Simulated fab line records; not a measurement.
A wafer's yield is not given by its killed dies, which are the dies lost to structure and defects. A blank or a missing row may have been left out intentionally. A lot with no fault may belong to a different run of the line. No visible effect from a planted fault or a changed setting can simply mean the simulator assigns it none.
Shared-tool check -- flow gf180mcu -- Lots sampled 13, wafers sampled 39

WHY THIS WAS OPENED
On 2 of the 13 lots, a flag is raised at GF_HV_LDD_CD_MEAS_31 on the reading cd nm. Fault-free wafers read 400.5 nm, with a standard deviation of 2.4.
Rule: a lot gets a flag if all its wafers with a number sit over 4 standard deviations from that mean, or if no wafer of it has a number. The rest of the lots are taken to be sound.

lot,measured,on,"cd nm (nm), wafer by wafer",flag
L807,day 11 12:25,cd sem-01,398.6 400.9 399.5,
L808,day 11 18:41,cd sem-02,401.7 401.9 401.8,
L811,day 12 22:53,cd sem-01,404.2 402.6 403.9,
L814,day 14 00:14,cd sem-01,400.1 400.9 400.5,
L815,day 14 05:02,cd sem-02,400.2 396.9 399.3,
L816,day 14 09:19,cd sem-02,399.3 400.5 400.0,
L817,day 14 19:29,cd sem-02,401.6 401.5 401.5,
L818,day 15 06:01,cd sem-02,400.5 402.4 401.1,
L821,day 15 22:35,cd sem-01,399.1 400.1 401.1,
L823,day 16 16:52,cd sem-01,399.7 399.7 399.2,
L825,day 17 13:23,cd sem-02,410.2 412.3 410.8,FLAGGED
L826,day 17 16:05,cd sem-02,416.4 414.8 415.3,FLAGGED
L828,day 18 13:54,cd sem-01,402.1 402.5 401.0,
On average the flagged lots' numbers are 413.3 nm, which is +12.8 nm against the usual, or +5 standard deviations.

EACH LOT AND THE TOOL IT RAN ON
The record holds 2 process steps before the reading, out of a route of 602 steps. In each cell: the tool, then ch and the chambers that the sampled wafers went through, then the start.
lot,flag,GF_DUAL_GATE_STRIP_13,GF_HV_LDD_EXPOSE_28
L807,,"plasma asher-04 ch 0,1, day 8 07:37","iline stepper-02 ch 0, day 11 02:56"
L808,,"plasma asher-04 ch 0,1, day 8 14:55","iline stepper-02 ch 0, day 11 10:05"
L811,,"plasma asher-03 ch 0,1, day 9 11:31","iline stepper-02 ch 0, day 12 12:49"
L814,,"plasma asher-03 ch 0,1, day 10 09:22","iline stepper-01 ch 0, day 13 13:55"
L815,,"plasma asher-03 ch 0,1, day 10 16:45","iline stepper-01 ch 0, day 13 19:23"
L816,,"plasma asher-04 ch 0,1, day 10 20:40","iline stepper-01 ch 0, day 13 23:07"
L817,,"plasma asher-03 ch 0,1, day 11 04:15","iline stepper-01 ch 0, day 14 08:41"
L818,,"plasma asher-01 ch 0,1, day 11 13:54","iline stepper-02 ch 0, day 14 19:50"
L821,,"plasma asher-01 ch 0,1, day 12 05:30","iline stepper-02 ch 0, day 15 11:15"
L823,,"plasma asher-01 ch 0,1, day 12 22:22","iline stepper-01 ch 0, day 16 05:52"
L825,FLAGGED,"plasma asher-01 ch 0,1, day 13 16:54","iline stepper-02 ch 0, day 17 02:19"
L826,FLAGGED,"plasma asher-04 ch 0,1, day 13 21:47","iline stepper-02 ch 0, day 17 04:43"
L828,,"plasma asher-01 ch 0,1, day 14 14:37","iline stepper-01 ch 0, day 18 02:29"
What is done by these steps:
- GF_DUAL_GATE_STRIP_13: strips in O2/N2.
- GF_HV_LDD_EXPOSE_28: exposes mask Nplus HV AREA, target cd 400 nm.
- GF_HV_LDD_CD_MEAS_31: target cd 400 nm.

FLAGGED OVER TOTAL, TOOL BY TOOL (the gauges that took the reading come last)
step,tool,lots run,flagged,share of the flagged lots,sound lots run after its first flagged lot
GF_DUAL_GATE_STRIP_13,plasma asher-01,5,1,some,1 (L828)
GF_DUAL_GATE_STRIP_13,plasma asher-03,4,0,none,-
GF_DUAL_GATE_STRIP_13,plasma asher-04,4,1,some,0
GF_HV_LDD_EXPOSE_28,iline stepper-01,6,0,none,-
GF_HV_LDD_EXPOSE_28,iline stepper-02,7,2,all,0
GF_HV_LDD_CD_MEAS_31,cd sem-01,6,0,none,-
GF_HV_LDD_CD_MEAS_31,cd sem-02,7,2,all,0

WHAT IS ALLOWED BY THE TABLE
iline stepper-02 at GF_HV_LDD_EXPOSE_28 and cd sem-02 at GF_HV_LDD_CD_MEAS_31 are the 2 rows of the table that ran each flagged lot.
- iline stepper-02 at GF_HV_LDD_EXPOSE_28 ran 7 lots, 2 of them flagged. Its last sound lot is L821 (day 15 11:15), its first flagged lot L825 (day 17 02:19): a fault that began between those two fits. Its own readings (exposure dose mJ cm2) fall more than 4 standard deviations out on all wafers of the flagged lots.
- cd sem-02 at GF_HV_LDD_CD_MEAS_31 ran 7 lots, 2 of them flagged. Its last sound lot is L818 (day 15 06:01), its first flagged lot L825 (day 17 13:23): a fault that began between those two fits.
Because each of these 2 tools fits a fault that began at some hour, counting lots does not separate them. More lots, or a look at what each step does to the wafer, might.

WHAT THE SIMULATOR HAD INSERTED
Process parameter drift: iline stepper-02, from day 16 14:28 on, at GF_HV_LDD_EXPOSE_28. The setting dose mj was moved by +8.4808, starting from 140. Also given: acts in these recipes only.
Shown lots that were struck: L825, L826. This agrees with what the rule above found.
